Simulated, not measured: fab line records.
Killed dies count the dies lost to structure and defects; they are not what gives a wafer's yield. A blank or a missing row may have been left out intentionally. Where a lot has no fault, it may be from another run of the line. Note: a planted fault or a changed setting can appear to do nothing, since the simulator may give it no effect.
Matching of chambers    flow sky130    4 sister chambers for SKY_FIELD_ISO_CMP_27 on cmp-02
The step polishes, stops on Si3N4, t overpolish 16 s, target thk 457.8 nm. 4 wafers are shown with their chamber, then 8 later ones without.

== WAFERS PAIRED WITH THEIR CHAMBERS ==
wafer   chamber  motor-current-A (A)
L181.1  0        13.2
L181.2  3        13.9
L181.4  2        10.5
L187.1  1        12.1

== WAFERS MISSING THEIR CHAMBER ==
wafer   motor-current-A (A)
L187.3  11.5
L187.4  12.2
L189.2  13.6
L189.3  13.1
L189.5  11.3
L190.1  13.0
L190.5  13.0
L190.6  11.7

== THE CHAMBER EACH PASSED THROUGH ==
wafer    from the rows above            in truth
L187.3   can't be placed: 1 or 2        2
L187.4   1                              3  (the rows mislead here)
L189.2   can't be placed: 3 or 0        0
L189.3   can't be placed: 0 or 3        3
L189.5   can't be placed: 1 or 2        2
L190.1   can't be placed: 0 or 1 or 3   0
L190.5   can't be placed: 0 or 1 or 3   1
L190.6   can't be placed: 1 or 2        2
0 of 8 placed correctly. Can't be placed from these rows: 7 (the true chamber is among the candidates in 7). 1 placed wrongly.
How it was worked out, from the rows above alone: a wafer's distance from a chamber is the root of the sum, over the readings, of the square of ((its reading less the chamber's mean) divided by the reading's scatter). The wafer belongs to the nearest chamber; if the next one is less than 2 further off, it can't be placed. The mean given for a chamber averages the wafers shown for that chamber. The scatter (one wafer shown for each chamber): square how far every hidden wafer sits from the nearest shown wafer, average those squares and take the square root.
